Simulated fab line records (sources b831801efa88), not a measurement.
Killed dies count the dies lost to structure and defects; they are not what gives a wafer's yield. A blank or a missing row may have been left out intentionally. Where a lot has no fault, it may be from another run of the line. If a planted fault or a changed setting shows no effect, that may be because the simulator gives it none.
Problem report in the 8D (eight disciplines) form, filled by code || flow sky130 || the parts of the form that need people (team, actions taken, sign-off) are left out

1. THE ISSUE
At SKY_POLY_GATE_SOFTBAKE_09, plate_temp_C averages 96.12 C over 6 wafers from 2 lots, while fault-free wafers read 99.98 C, standard deviation 0.12. That is -32 standard deviations from the usual mean.
The step: time 90 s.
First observed at day 21 01:00: wafer L562.1, on litho_track-02. The record holds 39 wafers of 13 lots with a number at this step. By rule, "out" or "out of limits" means more than 4 standard deviations away from the usual mean. The rest of the wafers with a number are treated as sound.

2. WHAT IT IS, AND WHAT IT ISN'T
{"question": "which readings at this step", "is": "plate_temp_C, heater_power_total_W", "is not": "-"}
{"question": "which lots", "is": "L562, L566", "is not": "L548, L549, L550, L552, L555, L556, L560, L561, L564, L570, L571"}
{"question": "which wafers of those lots", "is": "all that have a number", "is not": "-"}
{"question": "read on which tools", "is": "litho_track-02", "is not": "litho_track-03, litho_track-04"}
{"question": "when", "is": "from day 21 01:00", "is not": "up to then (24 sound wafers); but 9 sound wafers of L564, L570, L571 came after"}

3. WHAT RULES OUT EACH SUSPECT
Counting: any tool at a process step up to the reading is kept as a suspect provided that every lot that is out went through it and no sound lot did after the first of them.
- plasma_asher-03 at SKY_RES_PROTECT_STRIP_07 (strips in O2/N2): ruled out as a lasting fault. After its first lot that is out, L562 (day 20 07:54), sound lots L570, L571 ran on it.
- litho_track-02 at SKY_POLY_GATE_SOFTBAKE_09 (time 90 s): kept. Every lot that is out went through it, starting with L562 (day 21 01:00), and after that it ran no sound lot; the last sound lot it ran before then is L560 (day 20 06:00). Its own readings are out on those wafers: heater_power_total_W, plate_temp_C.
Remaining after the count: litho_track-02 at SKY_POLY_GATE_SOFTBAKE_09.

4. THE CAUSE (what the simulator had put in)
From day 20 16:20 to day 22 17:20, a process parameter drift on litho_track-02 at SKY_POLY_GATE_SOFTBAKE_09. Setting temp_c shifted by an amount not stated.
After counting, this tool was the only one left.

5. THE EFFECT CHAIN, in route order
Each row: a reading where the mean over the struck wafers with a number is more than 3 standard deviations away from the usual. Readings are gone through only where the record gives a usual standard deviation; hours: the median, over the lots, of the time from a lot's start at the first step in this table giving one to that lot's start at this step; sigmas: the change measured in usual standard deviations.
{"hours": 0, "step": "SKY_POLY_GATE_SOFTBAKE_09", "reading": "heater_power_total_W", "usual": "57.34 W", "on struck wafers": 54.30, "change": -3.04, "sigmas": -25}
{"hours": 0, "step": "SKY_POLY_GATE_SOFTBAKE_09", "reading": "plate_temp_C", "usual": "99.98 C", "on struck wafers": 96.12, "change": -3.86, "sigmas": -32}
The process steps in it:
- SKY_POLY_GATE_SOFTBAKE_09: time 90 s.

6. WHAT WOULD HAVE CAUGHT IT SOONER
In this record no reading fell out of limits until day 21 01:00, 9 hours after the fault had begun at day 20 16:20.
